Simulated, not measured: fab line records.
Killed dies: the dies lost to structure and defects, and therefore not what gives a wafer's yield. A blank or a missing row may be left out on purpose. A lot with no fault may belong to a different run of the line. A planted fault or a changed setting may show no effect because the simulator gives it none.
Which tool was responsible? || flow gf180mcu || 7 lots with 21 wafers sampled at 2 steps, on a route of 602 steps

## WHAT EACH GAUGE READ, for each wafer
GF_V1_BOW_MEAS_05.
{"lot": "L763", "measured": "day 17 22:06", "on": "film_metro-03", "V1_BOW (um)": "81 81 89"}
{"lot": "L769", "measured": "day 20 02:21", "on": "film_metro-02", "V1_BOW (um)": "87 76 84"}
{"lot": "L772", "measured": "day 21 14:33", "on": "film_metro-03", "V1_BOW (um)": "83 93 93"}
{"lot": "L775", "measured": "day 22 11:26", "on": "film_metro-03", "V1_BOW (um)": "69 66 70"}
{"lot": "L778", "measured": "day 23 08:50", "on": "film_metro-04", "V1_BOW (um)": "83 77 69"}
{"lot": "L782", "measured": "day 24 16:52", "on": "film_metro-02", "V1_BOW (um)": "84 90 84"}
{"lot": "L784", "measured": "day 25 11:55", "on": "film_metro-02", "V1_BOW (um)": "83 91 87"}

## WHICH TOOL RAN EACH LOT (tool, then ch and the chambers of the sampled wafers, then the start)
{"lot": "L763", "GF_CONTACT_ETCH_17": "rie_diel-04 ch 0,1,2, day 17 22:06 or earlier"}
{"lot": "L769", "GF_CONTACT_ETCH_17": "rie_diel-04 ch 0,1,3, day 20 02:21 or earlier"}
{"lot": "L772", "GF_CONTACT_ETCH_17": "rie_diel-02 ch 0,1,3, day 21 14:33 or earlier"}
{"lot": "L775", "GF_CONTACT_ETCH_17": "rie_diel-04 ch 0,2,3, day 22 11:26 or earlier"}
{"lot": "L778", "GF_CONTACT_ETCH_17": "rie_diel-02 ch 0,2,3, day 23 08:50 or earlier"}
{"lot": "L782", "GF_CONTACT_ETCH_17": "rie_diel-03 ch 0,1,3, day 24 16:52 or earlier"}
{"lot": "L784", "GF_CONTACT_ETCH_17": "rie_diel-02 ch 0,1, day 25 11:55 or earlier"}
- GF_CONTACT_ETCH_17: etches SiO2 in C4F8/O2/Ar, stops on CoSi2, target depth 860 nm.

## THE ANSWER, worked out from the rows above alone
Rule: usual is defined by the lots themselves. The widest of any qualifying gaps counts: lots, ordered by their means at a reading, are off when they make up no more than a third of the lots, leave a main group of 4 or more, and stand apart from it by 3 or more times the standard deviation of that group's means. The tables above print the reading to a certain number of digits; a main group whose means all agree to those digits is not used. Also off: a lot with no number at a reading for which 4 or more lots have one. Any other lot the step has rows for is counted as sound.
None of the lots is off at any reading shown; this tells nothing.

## WHAT THE SIMULATOR HAD PUT IN
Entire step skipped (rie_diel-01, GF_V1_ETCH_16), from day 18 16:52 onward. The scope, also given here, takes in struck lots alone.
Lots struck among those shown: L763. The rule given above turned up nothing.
